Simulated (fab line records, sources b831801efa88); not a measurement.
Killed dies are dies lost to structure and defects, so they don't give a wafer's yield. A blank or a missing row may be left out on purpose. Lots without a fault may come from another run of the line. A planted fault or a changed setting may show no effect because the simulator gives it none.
A struck lot beside a sound one | flow sky130 | 16 steps out of a route of 708
Sound: wafers L517.1, L517.3, L517.6. Struck: wafers L535.1, L535.3, L535.6. The cause comes at the end.
At each step with rows: each side's tool, then ch and its chambers, then its first start. Under that, the readings that differ: sound wafers | struck wafers | difference of the means | sigmas: that difference in standard deviations of wafers without a fault.
alike: readings whose means differ by less than 2 such deviations, and words and numbers that are the same on both sides. not compared: withheld readings, readings that some wafer has no value for, bounds like >300 that may hide the same value, and numbers for which the record gives no deviation and whose values overlap.
The two part at a step that has a row with sigmas, a row that says differs or no value, or rows on one side only. Numbers that don't overlap but have no deviation are shown without sigmas and don't part them. A reading that every wafer of one side lacks parts them only if that side has two wafers or more.

SKY_FIELD_ISO_THK_MEAS_02:
  sound on film_metro-03, day 1 17:51; struck on film_metro-01, day 5 11:08
  alike: FIELD_ISO_OXIDATION_00_THK
then, 1 step without rows for these wafers: SKY_FIELD_ISO_CVD_03 (deposits Si3N4 from DCS/NH3, target thk 165 nm, time 2830 s).
SKY_FIELD_ISO_THK_MEAS_04:
  sound on film_metro-01, day 1 19:42; struck on film_metro-04, day 5 13:49
  alike: FIELD_ISO_CVD_03_THK
then, 8 steps without rows for these wafers: SKY_FIELD_ISO_DEHYDRATE_05 (time 60 s); SKY_FIELD_ISO_HMDS_06 (prime time 60 s); SKY_FIELD_ISO_COAT_07 (resist thk 60 nm); SKY_FIELD_ISO_COAT_08 (resist thk 450 nm); SKY_FIELD_ISO_SOFTBAKE_09 (time 90 s); SKY_FIELD_ISO_EXPOSE_10 (exposes mask FOM, target cd 150 nm); SKY_FIELD_ISO_PEB_11; SKY_FIELD_ISO_DEVELOP_12 (develop time 60 s).
SKY_FIELD_ISO_CD_MEAS_13: target cd 150 nm.
  sound on cd_sem-02, day 2 10:31; struck on cd_sem-02, day 6 08:46
  alike: cd_nm
SKY_FIELD_ISO_ETCH_14: etches BARC in N2/H2, stops on SiO2, time 45.9 s, target depth 60 nm.
  sound on rie_diel-04 ch 0,2,3, day 2 10:38; struck on rie_diel-02 ch 0,1, day 6 08:53
  no value came back on the struck wafers for any of 5 readings (bias_w (W), chamber_pressure_mTorr (mTorr) and others); on the sound wafers bias_w (W) reads 99.7 100.0 100.2
  reading                                          | sound             | struck            | difference | sigmas
  model.KrF-thick_of_FIELD_ISO_COAT_08.thk_nm (nm) | 391.3 391.5 392.4 | 434.5 435.2 434.9 | +43.1      |
  not compared: rf_hours_counter_h
SKY_FIELD_ISO_ETCH_15: etches the open film in CHF3/O2, stops on Si, target depth 180 nm, time 72 s.
  sound on rie_diel-04 ch 0,2,3, day 2 10:40; struck on rie_diel-02 ch 0,1, day 6 08:55
  reading                                          | sound             | struck            | difference | sigmas
  oes_product_au (a.u.)                            | 0.953 0.942 0.954 | 0.374 0.373 0.370 | -0.577     | -82
  throttle_valve_pct (%)                           | 8.856 8.845 8.863 | 8.667 8.682 8.674 | -0.180     | -18
  model.KrF-thick_of_FIELD_ISO_COAT_08.thk_nm (nm) | 235 233.6 235.6   | 280.6 273.9 273.1 | +41.1      |
  alike: O2_flow_sccm, bias_w, drypump_motor_current_A
  not compared: rf_hours_counter_h
SKY_FIELD_ISO_STRIP_16: strips in O2/N2.
  sound on plasma_asher-02 ch 0,1, day 2 10:44; struck on plasma_asher-03 ch 0,1, day 6 08:59
  reading                      | sound             | struck            | difference | sigmas
  oes_product_au (a.u.)        | 0.372 0.372 0.371 | 0.401 0.395 0.389 | +0.023     | +4
  strip_time_to_endpoint_s (s) | 3.53 3.53 3.54    | 4.02 3.95 3.94    | +0.44      | +11
  alike: drypump_motor_current_A
  not compared: rf_hours_counter_h
SKY_FIELD_ISO_ETCH_17: etches Si in HBr/Cl2/O2, target depth 342 nm, time 97.7 s.
  sound on rie_si-01 ch 0,2, day 2 10:50; struck on rie_si-02 ch 1,3, day 6 09:05
  alike: HBr_flow_sccm, O2_flow_sccm, drypump_motor_current_A, oes_product_au, throttle_valve_pct
  not compared: rf_hours_counter_h

WHERE THEY PART
First at SKY_FIELD_ISO_ETCH_14; last, within this record, at SKY_FIELD_ISO_STRIP_16. Later steps at which nothing parts them and some readings are alike: SKY_FIELD_ISO_ETCH_17.

WHY: what the simulator had put in
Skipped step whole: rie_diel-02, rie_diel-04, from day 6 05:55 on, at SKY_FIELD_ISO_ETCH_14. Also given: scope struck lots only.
